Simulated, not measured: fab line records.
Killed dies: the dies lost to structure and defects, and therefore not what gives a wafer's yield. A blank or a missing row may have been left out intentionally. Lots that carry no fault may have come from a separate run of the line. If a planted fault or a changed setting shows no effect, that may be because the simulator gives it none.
What tool caused it? || flow gf180mcu || route of 602 steps, sampled at 1 step: 13 lots, 39 wafers

WHAT THE GAUGES SHOWED, per wafer
GF_M3_RS_MEAS_05: uses a four-point probe to measure.
{"lot": "L136", "measured": "day 20 12:44", "on": "filmMetro-01", "M3_ALCU_RS (ohm/sq)": "0.0687 0.0694 0.0689"}
{"lot": "L137", "measured": "day 20 13:47", "on": "filmMetro-03", "M3_ALCU_RS (ohm/sq)": "0.0688 0.0682 0.0680"}
{"lot": "L138", "measured": "day 21 07:34", "on": "filmMetro-01", "M3_ALCU_RS (ohm/sq)": "0.0701 0.0702 0.0698"}
{"lot": "L139", "measured": "day 21 13:13", "on": "filmMetro-01", "M3_ALCU_RS (ohm/sq)": "0.0695 0.0697 0.0697"}
{"lot": "L141", "measured": "day 22 06:38", "on": "filmMetro-03", "M3_ALCU_RS (ohm/sq)": "0.0700 0.0700 0.0696"}
{"lot": "L142", "measured": "day 22 17:27", "on": "filmMetro-03", "M3_ALCU_RS (ohm/sq)": "0.0690 0.0690 0.0690"}
{"lot": "L145", "measured": "day 23 21:46", "on": "filmMetro-01", "M3_ALCU_RS (ohm/sq)": "0.0690 0.0691 0.0695"}
{"lot": "L147", "measured": "day 24 12:40", "on": "filmMetro-03", "M3_ALCU_RS (ohm/sq)": "0.0697 0.0688 0.0693"}
{"lot": "L149", "measured": "day 25 06:23", "on": "filmMetro-03", "M3_ALCU_RS (ohm/sq)": "0.0701 0.0699 0.0707"}
{"lot": "L151", "measured": "day 25 19:31", "on": "filmMetro-04", "M3_ALCU_RS (ohm/sq)": "0.0692 0.0695 0.0700"}
{"lot": "L156", "measured": "day 27 09:20", "on": "filmMetro-04", "M3_ALCU_RS (ohm/sq)": "0.0704 0.0704 0.0692"}
{"lot": "L158", "measured": "day 27 17:47", "on": "filmMetro-04", "M3_ALCU_RS (ohm/sq)": "0.0697 0.0686 0.0696"}
{"lot": "L159", "measured": "day 28 05:14", "on": "filmMetro-04", "M3_ALCU_RS (ohm/sq)": "0.0696 0.0699 0.0692"}

TOOL THAT RAN EACH LOT (tool first, then ch and the chambers of the sampled wafers, then the start)
Record: no process step prior to these readings.

WHAT THE TOOLS THEMSELVES READ (means of the sampled wafers that have a number; where no wafer has one, the mark that the record gives instead)
The record holds no such reading with a usual standard deviation.

THE ANSWER, worked out from the rows above alone
Rule: usual is defined by the lots themselves. Put in order of their means at a reading, lots are off if they are a third of the lots or fewer, leave a main group of 4 or more, and stand apart from it by a gap of 3 or more times the standard deviation of the main group's means; of several such gaps the widest counts. Not used: any main group whose means are identical at the precision the tables above print for the reading. A lot without any number at a reading at which 4 lots or more have one is off too. The other lots that the step has rows for count as sound. Order of review: gauges by route order, followed by the tools' own readings, for which a lot's mean as printed above is used. At the first step where some lot is off, the reading lying furthest off is the one used; lots without a number count as furthest.
Nothing can be told from this: no lot is off at any reading shown.

WHAT THE SIMULATOR HAD PUT IN
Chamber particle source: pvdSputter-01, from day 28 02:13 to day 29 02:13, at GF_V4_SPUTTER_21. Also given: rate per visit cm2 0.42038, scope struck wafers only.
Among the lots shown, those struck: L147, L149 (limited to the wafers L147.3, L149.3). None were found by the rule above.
